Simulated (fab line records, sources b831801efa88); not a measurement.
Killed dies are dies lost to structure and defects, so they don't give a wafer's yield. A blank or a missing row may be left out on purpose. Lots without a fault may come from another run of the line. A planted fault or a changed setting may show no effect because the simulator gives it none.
One fault seen from 2 desks | flow gf180mcu | each desk has only its own numbers; what lay behind them comes last

THE METROLOGY DESK
What the gauges read, lot by lot, whatever tool the lot ran on: means of the sampled wafers that have a number. A lot is out of limits, marked OUT, if its mean lies more than 4 standard deviations from the usual mean; the brackets give that distance.
Columns: A = cd_nm at GF_V1_CD_MEAS_14, usual 259.9 nm; B = V1_OVL at GF_V1_OVL_MEAS_15, usual 1 nm
lot  | first seen here | A     | B
L205 | day 19 04:23    | 260.2 | 6
L209 | day 20 09:12    | 261.3 | 2
L217 | day 23 10:49    | 260.2 | 5
L218 | day 23 12:56    | 261.8 | -5
L220 | day 24 08:42    | 259.7 | 0
L223 | day 25 05:03    | 259.8 | 6
This desk's finding: nothing out of limits on any of the 6 lots.

THE TOOL OWNER'S DESK: pvd_sputter-04
The tool's own readings at GF_V1_SPUTTER_21 (material Ti, target thk 15 nm, time 80.02 s): means of the sampled wafers that have a number, for each lot that ran on this tool. A lot is out of limits, marked OUT, if its mean lies more than 4 standard deviations from the usual mean; the brackets give that distance.
Columns: A = throttle_valve_pct at GF_V1_SPUTTER_21, usual 30.0 %
lot  | first seen here | A
L209 | day 20 10:02    | 30.4
L217 | day 23 11:38    | 30.1
L218 | day 23 13:48    | 29.8
This desk's finding: nothing out of limits on any of the 3 lots.

PUT TOGETHER
The metrology desk saw nothing out of limits.
The tool owner's desk saw nothing out of limits.

WHAT THE SIMULATOR HAD PUT IN
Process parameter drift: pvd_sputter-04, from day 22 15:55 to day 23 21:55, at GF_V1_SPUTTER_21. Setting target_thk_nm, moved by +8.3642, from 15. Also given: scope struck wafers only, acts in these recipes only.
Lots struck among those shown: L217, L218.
